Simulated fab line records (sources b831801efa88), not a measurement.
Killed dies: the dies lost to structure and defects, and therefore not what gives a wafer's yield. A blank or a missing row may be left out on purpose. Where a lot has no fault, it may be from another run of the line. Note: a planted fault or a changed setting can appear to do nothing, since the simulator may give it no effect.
Matching of chambers || flow sky130 || 4 sister chambers for SKY_VIA3_ETCH_15 on rie_diel-04
The step etches SiO2 in C4F8/O2/Ar, stops on TiN, target depth 507 nm, time 78 s. 8 wafers are shown with their chamber, then 9 later ones without.

## WAFERS WITH THEIR CHAMBER
{"wafer": "L076.1", "chamber": 2, "oes_product_au (a.u.)": 0.943}
{"wafer": "L083.6", "chamber": 3, "oes_product_au (a.u.)": 0.942}
{"wafer": "L084.1", "chamber": 1, "oes_product_au (a.u.)": 0.947}
{"wafer": "L084.2", "chamber": 3, "oes_product_au (a.u.)": 0.947}
{"wafer": "L084.3", "chamber": 2, "oes_product_au (a.u.)": 0.947}
{"wafer": "L084.4", "chamber": 0, "oes_product_au (a.u.)": 0.950}
{"wafer": "L084.5", "chamber": 1, "oes_product_au (a.u.)": 0.952}
{"wafer": "L084.6", "chamber": 0, "oes_product_au (a.u.)": 0.941}

## WAFERS WITH NO CHAMBER GIVEN
{"wafer": "L087.2", "oes_product_au (a.u.)": 0.944}
{"wafer": "L087.5", "oes_product_au (a.u.)": 0.950}
{"wafer": "L087.6", "oes_product_au (a.u.)": 0.944}
{"wafer": "L094.1", "oes_product_au (a.u.)": 0.942}
{"wafer": "L094.5", "oes_product_au (a.u.)": 0.944}
{"wafer": "L094.6", "oes_product_au (a.u.)": 0.944}
{"wafer": "L095.1", "oes_product_au (a.u.)": 0.947}
{"wafer": "L095.2", "oes_product_au (a.u.)": 0.935}
{"wafer": "L095.4", "oes_product_au (a.u.)": 0.939}

## EACH ONE'S CHAMBER
{"wafer": "L087.2", "from the rows above": "can't be placed: 3 or 2 or 0 or 1", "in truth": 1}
{"wafer": "L087.5", "from the rows above": "can't be placed: 1 or 0 or 2 or 3", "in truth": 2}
{"wafer": "L087.6", "from the rows above": "can't be placed: 3 or 2 or 0 or 1", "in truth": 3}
{"wafer": "L094.1", "from the rows above": "can't be placed: 3 or 2 or 0 or 1", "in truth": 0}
{"wafer": "L094.5", "from the rows above": "can't be placed: 3 or 2 or 0 or 1", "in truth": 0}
{"wafer": "L094.6", "from the rows above": "can't be placed: 3 or 2 or 0 or 1", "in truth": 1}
{"wafer": "L095.1", "from the rows above": "can't be placed: 0 or 2 or 1 or 3", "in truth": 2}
{"wafer": "L095.2", "from the rows above": "can't be placed: 3 or 2 or 0 or 1", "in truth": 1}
{"wafer": "L095.4", "from the rows above": "can't be placed: 3 or 2 or 0 or 1", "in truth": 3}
0 of 9 placed correctly. Unplaceable from these rows: 9, with the true chamber sitting among the candidates in 9. Wrongly placed: 0.
How it was worked out, from the rows above alone: a wafer's distance from a chamber is the root of the sum, over the readings, of the square of ((its reading less the chamber's mean) divided by the reading's scatter). The wafer belongs to the nearest chamber; if the next one is less than 2 further off, it can't be placed. For every chamber, the mean is computed from those of its wafers that are shown. The scatter: the root of (the sum of the squares of (reading less its chamber's mean) over the shown wafers, divided by (wafers less chambers)).
